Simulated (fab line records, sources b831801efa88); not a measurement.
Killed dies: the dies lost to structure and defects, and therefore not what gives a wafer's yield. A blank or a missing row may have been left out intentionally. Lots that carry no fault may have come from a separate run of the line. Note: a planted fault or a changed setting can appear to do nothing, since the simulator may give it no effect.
fab line records	flow sky130
record: lots: 5	wafers: 23
route steps=708 shown VT_ADJUST_LVTN@114 VT_ADJUST_NCORE@125 VT_ADJUST_HVTR@141 VT_ADJUST_PCH@151 SONOS_TUNNEL@160 SONOS_ONO@168 GATE_OXIDE@198 RES_PROTECT@209
start-h: hours from the record's opening day to when the first of the lot's shown wafers began	wait-h: hours from the lot's prior step to this one	" same as the row above	L1.1+2: a row that stands for several wafers	- either no value or no given start	* or withheld: withheld	< > ~ a bound
route shown NAME@n: NAME is a module with steps in the file, n the number in the route of the first one	usual: mean/standard deviation taken from wafers without a fault	same: alike in all rows	chamber/n: place in a boat	sites: readings site by site	_std_site: the standard deviation of these	_edge_site: inner sites' mean taken away from outer sites' mean	radius-mm: how far each site lies from the wafer's centre	mask NAME#n: copy n	behind: the last tool/chamber to shape the wafer	hold: why the lot went on hold/how many hours it stayed there/how the hold came to an end	device: whichever transistor did not switch (one of n, p or np)	end of line: at the end of the route, the tests of the same wafers	step lacking rows: just its recipe	killed: count of dies lost to structure and defects at first sort (not the wafer's yield)	map: a wafer's dies, marking killed ones x, the rest . and places with no die _
set.NAME: the setting that was run; set.NAME@STEP: the one run at that earlier step	model.NAME: the simulator's own value behind a step, which no gauge read
lots run with intentionally changed settings; tables by step, rows by wafer
== steps ==
step: SKY_VT_ADJUST_LVTN_DEVELOP_17
recipe: resist: NOVOLAK	developer: TMAH	develop-time-s: 60	dev-temp-c: 23
lot.wafer	tool	chamber	start-h	wait-h	set.dev-temp-c
L077.1+5+6	litho-track-01	0	184.02	0.1	23
L077.2+3	"	0	"	"	19.73
L079.1+4+6	litho-track-03	0	193.54	0.1	23
L079.2+3	"	0	"	"	24.25
L080.1+5+6	litho-track-01	0	204.27	0.1	23
L080.2+4	"	0	"	"	19.85
L084.1+3	litho-track-03	0	228.79	0.1	23
L084.4+5+6	"	0	"	"	25.03
L085.3+4+5	litho-track-04	0	234.61	0.1	23
step: SKY_VT_ADJUST_LVTN_IMPLANT_19
recipe: species: B	energy-kev: 29.68	dose-cm2: 6.5e+11	tilt-deg: withheld
step: SKY_VT_ADJUST_LVTN_STRIP_20
recipe: chemistry: O2/N2	power-w: 1400	pressure-mtorr: 1500	platen-temp-c: withheld	o2-flow-sccm: 3000	n2-flow-sccm: 300	overash-fraction: 0.5
usual: strip-time-to-endpoint-s: 14.13/0.033
lot.wafer	tool	chamber	start-h	wait-h	set.resist-thk-nm@VT_ADJUST_LVTN_COAT_13	strip-time-to-endpoint-s
L077.1	plasma-asher-03	1	184.36	0.1	1140	14.09
L077.2	"	0	"	"	1140	14.10
L077.3	"	0	"	"	1203	14.81
L077.5	"	0	"	"	1203	14.82
L077.6	"	1	"	"	1203	14.80
L079.1	plasma-asher-03	1	193.87	0.1	1140	14.14
L079.2	"	0	"	"	1201	14.87
L079.3	"	1	"	"	1201	14.85
L079.4	"	0	"	"	1140	14.14
L079.6	"	1	"	"	1201	14.82
L080.1	plasma-asher-04	0	204.61	0.1	1111	13.79
L080.2	"	1	"	"	1140	14.13
L080.4	"	1	"	"	1111	13.78
L080.5	"	1	"	"	1140	14.10
L080.6	"	0	"	"	1111	13.75
L084.1	plasma-asher-04	0	229.12	0.1	1180	14.59
L084.3	"	0	"	"	1140	14.12
L084.4	"	1	"	"	1140	14.12
L084.5	"	1	"	"	1180	14.59
L084.6	"	0	"	"	1140	14.17
L085.3	plasma-asher-03	0	234.93	0.1	1140	14.13
L085.4	"	1	"	"	1140	14.14
L085.5	"	1	"	"	1140	14.12
step: SKY_VT_ADJUST_NCORE_DEVELOP_06
recipe: resist: NOVOLAK	developer: TMAH	develop-time-s: 60	dev-temp-c: 23
lot.wafer	tool	chamber	start-h	wait-h	set.dev-temp-c
L077.1+3+5	litho-track-01	0	205.37	0.1	20.83
L077.2+6	"	0	"	"	23
L079.1+3+6	litho-track-01	0	215.07	0.1	23
L079.2+4	"	0	"	"	20.67
L080.1+2+4	litho-track-02	0	226.38	0.1	24.81
L080.5+6	"	0	"	"	23
L084.1+3+6	litho-track-04	0	253.91	0.1	24.15
L084.4+5	"	0	"	"	23
L085.3+4+5	litho-track-01	0	259.37	0.1	23
step: SKY_VT_ADJUST_NCORE_CD_MEAS_07
recipe: target-cd-nm: 380
usual: cd-nm: 379.8/2.5
lot.wafer	tool	chamber	start-h	wait-h	set.dev-temp-c@VT_ADJUST_NCORE_DEVELOP_06	cd-nm
L077.1	cd-sem-02	-	205.52	0.1	20.83	389.8
L077.2	"	-	"	"	23	381.9
L077.3	"	-	"	"	20.83	387.8
L077.5	"	-	"	"	20.83	391.2
L077.6	"	-	"	"	23	383.8
L079.1	cd-sem-01	-	215.22	0.1	23	384.3
L079.2	"	-	"	"	20.67	390.5
L079.3	"	-	"	"	23	384.1
L079.4	"	-	"	"	20.67	391.8
L079.6	"	-	"	"	23	382.6
L080.1	cd-sem-02	-	226.53	0.1	24.81	376.5
L080.2	"	-	"	"	24.81	374.2
L080.4	"	-	"	"	24.81	374.9
L080.5	"	-	"	"	23	378.3
L080.6	"	-	"	"	23	379.0
L084.1	cd-sem-02	-	254.06	0.1	24.15	371.0
L084.3	"	-	"	"	24.15	373.2
L084.4	"	-	"	"	23	375.1
L084.5	"	-	"	"	23	376.8
L084.6	"	-	"	"	24.15	373.0
L085.3	cd-sem-01	-	259.51	0.1	23	380.4
L085.4	"	-	"	"	23	382.5
L085.5	"	-	"	"	23	382.0
step: SKY_VT_ADJUST_HVTR_STRIP_10
recipe: chemistry: O2/N2	power-w: 1400	pressure-mtorr: 1500	platen-temp-c: withheld	o2-flow-sccm: 3000	n2-flow-sccm: 300	overash-fraction: 0.5
usual: oes-product-au: 0.715/0.0038	strip-time-to-endpoint-s: 14.13/0.044
lot.wafer	tool	chamber	start-h	wait-h	set.power-w	oes-product-au	strip-time-to-endpoint-s
L077.1	plasma-asher-04	1	228.29	0.1	1400	0.709	14.08
L077.2	"	0	"	"	1400	0.713	14.11
L077.3	"	0	"	"	1297	0.684	14.99
L077.5	"	0	"	"	1400	0.714	14.11
L077.6	"	1	"	"	1297	0.691	14.99
L079.1	plasma-asher-01	0	238.64	0.1	1400	0.715	14.14
L079.2	"	1	"	"	1400	0.716	14.16
L079.3	"	0	"	"	1400	0.703	14.18
L079.4	"	1	"	"	1321	0.689	14.82
L079.6	"	0	"	"	1321	0.695	14.79
L080.1	plasma-asher-01	0	251.08	0.1	1400	0.718	14.23
L080.2	"	1	"	"	1400	0.714	14.16
L080.4	"	0	"	"	1491	0.736	13.48
L080.5	"	1	"	"	1491	0.736	13.48
L080.6	"	0	"	"	1400	0.713	14.18
L084.1	plasma-asher-04	0	278.94	0.1	1400	0.712	14.16
L084.3	"	1	"	"	1400	0.710	14.10
L084.4	"	0	"	"	1400	0.707	14.15
L084.5	"	0	"	"	1466	0.731	13.59
L084.6	"	1	"	"	1466	0.730	13.64
L085.3	plasma-asher-04	0	283.68	0.1	1400	0.716	14.11
L085.4	"	1	"	"	1400	0.718	14.16
L085.5	"	0	"	"	1400	0.716	14.11
step: SKY_VT_ADJUST_PCH_IMPLANT_08
recipe: species: B	energy-kev: 10	dose-cm2: 5e+11	tilt-deg: withheld
lot.wafer	tool	chamber	start-h	wait-h	set.energy-kev	model.implant.rp-nm	model.implant.drp-nm
L077.1+3	implanter-01	0	252.37	0.0	10.52	34.99	17.73
L077.2+5+6	"	0	"	"	10	33.29	17.11
L079.1+4	implanter-01	0	262.97	0.0	10	33.61	17.11
L079.2+3+6	"	0	"	"	9.407	31.97	16.4
L080.1+2	implanter-04	0	275.06	0.0	10.37	33.88	17.55
L080.4+5+6	"	0	"	"	10	32.68	17.11
L084.1+6	implanter-01	0	303.22	0.0	10	33.19	17.11
L084.3+4+5	"	0	"	"	9.54	31.94	16.56
L085.3+4+5	implanter-01	0	309.06	0.1	10	32.67	17.11
step: SKY_SONOS_TUNNEL_DEVELOP_06
recipe: resist: NOVOLAK	developer: TMAH	develop-time-s: 60	dev-temp-c: 23
lot.wafer	tool	chamber	start-h	wait-h	set.develop-time-s
L077.1+2+6	litho-track-03	0	277.09	0.1	62.97
L077.3+5	"	0	"	"	60
L079.1+2	litho-track-01	0	287.12	0.1	60
L079.3+4+6	"	0	"	"	68.48
L080.1+4+6	litho-track-01	0	299.82	0.1	60
L080.2+5	"	0	"	"	63.11
L084.1+3+4+5+6	litho-track-01	0	329.02	0.1	60
L085.3+4+5	litho-track-04	0	335.11	0.1	60
step: SKY_SONOS_TUNNEL_CD_MEAS_07
recipe: target-cd-nm: 410
usual: cd-nm: 410.8/2.4
lot.wafer	tool	chamber	start-h	wait-h	set.develop-time-s@SONOS_TUNNEL_DEVELOP_06	cd-nm
L077.1	cd-sem-02	-	277.24	0.1	62.97	416.9
L077.2	"	-	"	"	62.97	417.9
L077.3	"	-	"	"	60	407.7
L077.5	"	-	"	"	60	412.8
L077.6	"	-	"	"	62.97	414.9
L079.1	cd-sem-02	-	287.27	0.1	60	410.7
L079.2	"	-	"	"	60	411.0
L079.3	"	-	"	"	68.48	424.6
L079.4	"	-	"	"	68.48	424.3
L079.6	"	-	"	"	68.48	423.8
L080.1	cd-sem-01	-	299.97	0.1	60	411.6
L080.2	"	-	"	"	63.11	415.9
L080.4	"	-	"	"	60	412.7
L080.5	"	-	"	"	63.11	416.4
L080.6	"	-	"	"	60	413.2
L084.1	cd-sem-01	-	329.17	0.1	60	411.6
L084.3	"	-	"	"	60	411.6
L084.4	"	-	"	"	60	409.5
L084.5	"	-	"	"	60	412.2
L084.6	"	-	"	"	60	408.8
L085.3	cd-sem-01	-	335.25	0.1	60	409.1
L085.4	"	-	"	"	60	409.0
L085.5	"	-	"	"	60	409.1
step: SKY_SONOS_ONO_OXIDATION_00
recipe: temp-c: 800	ambient: O2	idle-temp-c: 700	ramp-up-c-per-min: 10	ramp-down-c-per-min: 3	stabilise-s: 600	purge-s: 300	target-thk-a: 26	ox-time-s: 1249
lot.wafer	tool	chamber	start-h	wait-h	set.temp-c	model.SiO2_of_SONOS_ONO_OXIDATION_00.thk-nm
L077.1	-	-	-	0.5	800	2.662
L077.2	"	-	"	"	800	2.642
L077.3	"	-	"	"	800	2.583
L077.5	"	-	"	"	800	2.599
L077.6	"	-	"	"	800	2.66
L079.1	-	-	-	0.8	792.5	2.307
L079.2	"	-	"	"	792.5	2.3
L079.3	"	-	"	"	792.5	2.333
L079.4	"	-	"	"	792.5	2.314
L079.6	"	-	"	"	792.5	2.345
L080.1	-	-	-	1.0	781.6	1.967
L080.2	"	-	"	"	781.6	1.935
L080.4	"	-	"	"	781.6	1.951
L080.5	"	-	"	"	781.6	1.954
L080.6	"	-	"	"	781.6	1.994
L084.1	-	-	-	0.0	786.5	2.114
L084.3	"	-	"	"	786.5	2.118
L084.4	"	-	"	"	786.5	2.116
L084.5	"	-	"	"	786.5	2.121
L084.6	"	-	"	"	786.5	2.142
L085.3	furnace-01	0	336.63	0.8	800	2.579
L085.4	"	0	"	"	800	2.586
L085.5	"	0	"	"	800	2.591
step: SKY_SONOS_ONO_THK_MEAS_01
recipe: reads: SiO2_of_SONOS_ONO_OXIDATION_00
usual: SONOS_ONO_OXIDATION_THK: 2.57/0.057
lot.wafer	tool	chamber	start-h	wait-h	set.temp-c@SONOS_ONO_OXIDATION_00	SONOS_ONO_OXIDATION_THK[nm]
L077.1	film-metro-03	-	-	-	800	2.66
L077.2	"	-	"	"	800	2.63
L077.3	"	-	"	"	800	2.48
L077.5	"	-	"	"	800	2.64
L077.6	"	-	"	"	800	2.65
L079.1	film-metro-01	-	-	-	792.5	2.34
L079.2	"	-	"	"	792.5	2.32
L079.3	"	-	"	"	792.5	2.29
L079.4	"	-	"	"	792.5	2.31
L079.6	"	-	"	"	792.5	2.44
L080.1	film-metro-01	-	-	-	781.6	1.96
L080.2	"	-	"	"	781.6	1.93
L080.4	"	-	"	"	781.6	1.97
L080.5	"	-	"	"	781.6	1.97
L080.6	"	-	"	"	781.6	2.06
L084.1	film-metro-01	-	-	-	786.5	2.16
L084.3	"	-	"	"	786.5	2.09
L084.4	"	-	"	"	786.5	2.10
L084.5	"	-	"	"	786.5	2.09
L084.6	"	-	"	"	786.5	2.15
L085.3	film-metro-02	-	338.00	0.0	800	2.57
L085.4	"	-	"	"	800	2.60
L085.5	"	-	"	"	800	2.56
step: SKY_SONOS_ONO_CVD_02
recipe: material: Si3N4	precursor: DCS/NH3	target-thk-nm: 10.5	temp-c: 770	time-s: 180	pressure-mtorr: 250
lot.wafer	tool	chamber	start-h	wait-h	set.time-s	model.Si3N4_of_SONOS_ONO_CVD_02.thk-nm
L077.1	-	-	-	0.1	171.6	9.918
L077.2	"	-	"	"	171.6	9.779
L077.3	"	-	"	"	171.6	9.912
L077.5	"	-	"	"	171.6	9.786
L077.6	"	-	"	"	171.6	10.01
L079.1	-	-	-	0.8	158.9	8.999
L079.2	"	-	"	"	158.9	9.119
L079.3	"	-	"	"	158.9	8.945
L079.4	"	-	"	"	158.9	9.023
L079.6	"	-	"	"	158.9	9.126
L080.1	-	-	-	0.5	165.4	9.42
L080.2	"	-	"	"	165.4	9.461
L080.4	"	-	"	"	165.4	9.499
L080.5	"	-	"	"	165.4	9.533
L080.6	"	-	"	"	165.4	9.551
L084.1+4	-	-	-	97.3	180	10.23
L084.3	"	-	"	"	180	10.19
L084.5	"	-	"	"	180	10.25
L084.6	"	-	"	"	180	10.29
L085.3	lpcvd-02	1	428.45	90.4	180	10.41
L085.4	"	1	"	"	180	10.36
L085.5	"	1	"	"	180	10.28
step: SKY_SONOS_ONO_THK_MEAS_03
recipe: reads: Si3N4_of_SONOS_ONO_CVD_02
usual: SONOS_ONO_CVD_02_THK: 10.37/0.14
lot.wafer	tool	chamber	start-h	wait-h	set.time-s@SONOS_ONO_CVD_02	SONOS_ONO_CVD_02_THK[nm]
L077.1	film-metro-01	-	-	-	171.6	9.91
L077.2	"	-	"	"	171.6	9.80
L077.3	"	-	"	"	171.6	9.89
L077.5	"	-	"	"	171.6	9.81
L077.6	"	-	"	"	171.6	10.03
L079.1	film-metro-03	-	-	-	158.9	8.99
L079.2	"	-	"	"	158.9	9.17
L079.3	"	-	"	"	158.9	8.97
L079.4	"	-	"	"	158.9	9.01
L079.6	"	-	"	"	158.9	9.09
L080.1	film-metro-02	-	-	-	165.4	9.42
L080.2	"	-	"	"	165.4	9.53
L080.4	"	-	"	"	165.4	9.50
L080.5	"	-	"	"	165.4	9.53
L080.6	"	-	"	"	165.4	9.59
L084.1	film-metro-02	-	-	-	180	10.22
L084.3	"	-	"	"	180	10.22
L084.4	"	-	"	"	180	10.26
L084.5	"	-	"	"	180	10.21
L084.6	"	-	"	"	180	10.24
L085.3	film-metro-03	-	429.52	0.0	180	10.46
L085.4	"	-	"	"	180	10.35
L085.5	"	-	"	"	180	10.31
step: SKY_SONOS_ONO_DEVELOP_12
recipe: develop-time-s: 60	dev-temp-c: 23
lot.wafer	tool	chamber	start-h	wait-h	set.dev-temp-c
L077.1+6	litho-track-04	0	307.26	0.1	20.26
L077.2+3+5	"	0	"	"	23
L079.1+2+4	litho-track-04	0	318.81	0.1	24.57
L079.3+6	"	0	"	"	23
L080.1+4+5	litho-track-02	0	331.73	0.1	25.52
L080.2+6	"	0	"	"	23
L084.1+4+6	litho-track-04	0	460.11	0.1	23
L084.3+5	"	0	"	"	19.48
L085.3+4+5	litho-track-01	0	460.52	0.1	23
step: SKY_SONOS_ONO_CD_MEAS_13
recipe: target-cd-nm: 410
usual: cd-nm: 409.7/2.2
lot.wafer	tool	chamber	start-h	wait-h	set.dev-temp-c@SONOS_ONO_DEVELOP_12	cd-nm
L077.1	cd-sem-01	-	307.41	0.1	20.26	401.6
L077.2	"	-	"	"	23	410.1
L077.3	"	-	"	"	23	408.8
L077.5	"	-	"	"	23	407.3
L077.6	"	-	"	"	20.26	400.0
L079.1	cd-sem-01	-	318.96	0.1	24.57	416.7
L079.2	"	-	"	"	24.57	416.4
L079.3	"	-	"	"	23	409.8
L079.4	"	-	"	"	24.57	416.8
L079.6	"	-	"	"	23	410.8
L080.1	cd-sem-01	-	331.88	0.1	25.52	418.4
L080.2	"	-	"	"	23	409.1
L080.4	"	-	"	"	25.52	414.3
L080.5	"	-	"	"	25.52	418.7
L080.6	"	-	"	"	23	408.8
L084.1	cd-sem-02	-	460.26	0.1	23	410.9
L084.3	"	-	"	"	19.48	401.7
L084.4	"	-	"	"	23	407.6
L084.5	"	-	"	"	19.48	401.9
L084.6	"	-	"	"	23	410.5
L085.3	cd-sem-02	-	460.70	0.1	23	407.0
L085.4	"	-	"	"	23	406.8
L085.5	"	-	"	"	23	407.9
step: SKY_SONOS_ONO_ETCH_15
recipe: target-depth-nm: 19.52	chemistry: CHF3/O2	source-w: 600	bias-w: 200	pressure-mtorr: 40	chf3-flow-sccm: 50	O2_flow_sccm: 5	time-s: 7.8
lot.wafer	tool	chamber	start-h	wait-h	set.dev-temp-c@SONOS_ONO_DEVELOP_12	model.SONOS_ONO.cd-nm
L077.1	rie-diel-03	2	307.56	0.0	20.26	401.7
L077.2	"	1	"	"	23	410.2
L077.3	"	3	"	"	23	408.2
L077.5	"	3	"	"	23	407.1
L077.6	"	2	"	"	20.26	400.4
L079.1+4	rie-diel-01	1,3	319.11	0.0	24.57	416.7
L079.2	"	0	"	"	24.57	416.5
L079.3	"	2	"	"	23	409.3
L079.6	"	1	"	"	23	410.8
L080.1	rie-diel-01	3	332.03	0.0	25.52	418.1
L080.2	"	0	"	"	23	408.8
L080.4	"	1	"	"	25.52	414.2
L080.5	"	2	"	"	25.52	418.5
L080.6	"	1	"	"	23	408.3
L084.1	rie-diel-03	0	460.41	0.0	23	410.9
L084.3	"	3	"	"	19.48	401.8
L084.4	"	2	"	"	23	407.9
L084.5	"	3	"	"	19.48	401.6
L084.6	"	0	"	"	23	410.7
L085.3	rie-diel-03	1	460.81	0.0	23	407
L085.4	"	3	"	"	23	407.1
L085.5	"	0	"	"	23	408.1
step: SKY_GATE_OXIDE_IMPLANT_11
recipe: species: B	energy-kev: 10	dose-cm2: 2.6e+12	tilt-deg: withheld
lot.wafer	tool	chamber	start-h	wait-h	set.dose-cm2
L077.1+3+5	implanter-01	0	335.92	0.0	2.6e+12
L077.2+6	"	0	"	"	2.655e+12
L079.1+3+6	implanter-03	0	346.86	0.0	2.6e+12
L079.2+4	"	0	"	"	2.775e+12
L080.1+5+6	implanter-04	0	360.06	0.0	2.755e+12
L080.2+4	"	0	"	"	2.6e+12
L084.1+3	implanter-03	0	490.51	0.0	2.712e+12
L084.4+5+6	"	0	"	"	2.6e+12
L085.3+4+5	implanter-04	0	490.77	0.1	2.6e+12
step: SKY_GATE_OXIDE_WET_ETCH_12
recipe: chemistry: dHF	target-depth-nm: 16.8	dry: n2-spin	target: SiO2	dilution: 100:1	temp-c: 25	time-s: 336
step: SKY_GATE_OXIDE_STRIP_13
recipe: chemistry: O2/N2	power-w: 1400	pressure-mtorr: 1500	platen-temp-c: withheld	o2-flow-sccm: 3000	n2-flow-sccm: 300	overash-fraction: 0.5
step: SKY_GATE_OXIDE_TW_MEAS_14
usual: GATE_OXIDE_TW: 223.1/1.2
lot.wafer	tool	chamber	start-h	wait-h	set.dose-cm2@GATE_OXIDE_IMPLANT_11	GATE_OXIDE_TW
L077.1	film-metro-03	-	336.38	0.1	2.6e+12	223.9
L077.2	"	-	"	"	2.655e+12	224.8
L077.3	"	-	"	"	2.6e+12	223.3
L077.5	"	-	"	"	2.6e+12	223.0
L077.6	"	-	"	"	2.655e+12	225.0
L079.1	film-metro-04	-	347.22	0.1	2.6e+12	224.0
L079.2	"	-	"	"	2.775e+12	226.6
L079.3	"	-	"	"	2.6e+12	223.6
L079.4	"	-	"	"	2.775e+12	227.1
L079.6	"	-	"	"	2.6e+12	222.9
L080.1	film-metro-02	-	360.41	0.1	2.755e+12	226.0
L080.2	"	-	"	"	2.6e+12	220.5
L080.4	"	-	"	"	2.6e+12	222.2
L080.5	"	-	"	"	2.755e+12	224.2
L080.6	"	-	"	"	2.755e+12	224.6
L084.1	film-metro-02	-	490.86	0.1	2.712e+12	225.3
L084.3	"	-	"	"	2.712e+12	226.6
L084.4	"	-	"	"	2.6e+12	222.3
L084.5	"	-	"	"	2.6e+12	223.9
L084.6	"	-	"	"	2.6e+12	222.0
L085.3	film-metro-03	-	491.09	0.1	2.6e+12	225.3
L085.4	"	-	"	"	2.6e+12	224.5
L085.5	"	-	"	"	2.6e+12	225.1
step: SKY_RES_PROTECT_SOFTBAKE_03
recipe: temp-c: 90	time-s: 60	resist: NOVOLAK
lot.wafer	tool	chamber	start-h	wait-h	set.temp-c
L077.1+2+3	litho-track-01	0	353.37	0.1	90
L077.5+6	"	0	"	"	87.26
L079.1+3	litho-track-01	0	362.47	0.1	90
L079.2+4+6	"	0	"	"	87.84
L080.1+2+4+5+6	litho-track-01	0	374.82	0.1	90
L084.1+4+5	litho-track-03	0	507.19	0.1	90
L084.3+6	"	0	"	"	88.1
L085.3+4+5	litho-track-01	0	507.62	0.1	90
== key ==
split: step: SKY_VT_ADJUST_LVTN_DEVELOP_17	setting: dev-temp-c	stated: 23	by: wafer
response none clear
split: step: SKY_VT_ADJUST_NCORE_DEVELOP_06	setting: dev-temp-c	stated: 23	by: wafer
response: step: SKY_VT_ADJUST_NCORE_CD_MEAS_07	reading: cd-nm	change: -0.662	per: 1%	r: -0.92
split: step: SKY_VT_ADJUST_HVTR_STRIP_10	setting: power-w	stated: 1400	by: wafer
response: step: SKY_VT_ADJUST_HVTR_STRIP_10	reading: oes-product-au	change: +0.00353	per: 1%	r: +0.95
response: step: SKY_VT_ADJUST_HVTR_STRIP_10	reading: strip-time-to-endpoint-s	change: *	per: 1%	r: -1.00
split: step: SKY_VT_ADJUST_PCH_IMPLANT_08	setting: energy-kev	stated: 10	by: wafer
response: step: SKY_VT_ADJUST_PCH_IMPLANT_08	reading: model.implant.rp-nm	change: +0.296	per: 1%	r: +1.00
response: step: SKY_VT_ADJUST_PCH_IMPLANT_08	reading: model.implant.drp-nm	change: +0.12	per: 1%	r: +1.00
split: step: SKY_SONOS_TUNNEL_DEVELOP_06	setting: develop-time-s	stated: 60	by: wafer
response: step: SKY_SONOS_TUNNEL_CD_MEAS_07	reading: cd-nm	change: +0.955	per: 1%	r: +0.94
split: step: SKY_SONOS_ONO_OXIDATION_00	setting: temp-c	stated: 800	by: lot
response: step: SKY_SONOS_ONO_OXIDATION_00	reading: model.SiO2_of_SONOS_ONO_OXIDATION_00.thk-nm	change: +0.285	per: 1%	r: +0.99
response: step: SKY_SONOS_ONO_THK_MEAS_01	reading: SONOS_ONO_OXIDATION_THK	change: +0.274	per: 1%	r: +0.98
split: step: SKY_SONOS_ONO_CVD_02	setting: time-s	stated: 180	by: lot
response: step: SKY_SONOS_ONO_CVD_02	reading: model.Si3N4_of_SONOS_ONO_CVD_02.thk-nm	change: +0.104	per: 1%	r: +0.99
response: step: SKY_SONOS_ONO_THK_MEAS_03	reading: SONOS_ONO_CVD_02_THK	change: +0.104	per: 1%	r: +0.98
split: step: SKY_SONOS_ONO_DEVELOP_12	setting: dev-temp-c	stated: 23	by: wafer
response: step: SKY_SONOS_ONO_CD_MEAS_13	reading: cd-nm	change: +0.64	per: 1%	r: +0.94
response: step: SKY_SONOS_ONO_ETCH_15	reading: model.SONOS_ONO.cd-nm	change: +0.645	per: 1%	r: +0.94
split: step: SKY_GATE_OXIDE_IMPLANT_11	setting: dose-cm2	stated: 2.6e+12	by: wafer
response: step: SKY_GATE_OXIDE_TW_MEAS_14	reading: GATE_OXIDE_TW	change: +0.588	per: 1%	r: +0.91
split: step: SKY_RES_PROTECT_SOFTBAKE_03	setting: temp-c	stated: 90	by: wafer
response none in this file
split outside-this-file step=SKY_VT_ADJUST_LVTN_COAT_13 setting=resist-thk-nm
split outside-this-file: this setting was split too, and the file shows its column; the key of that split is in another file
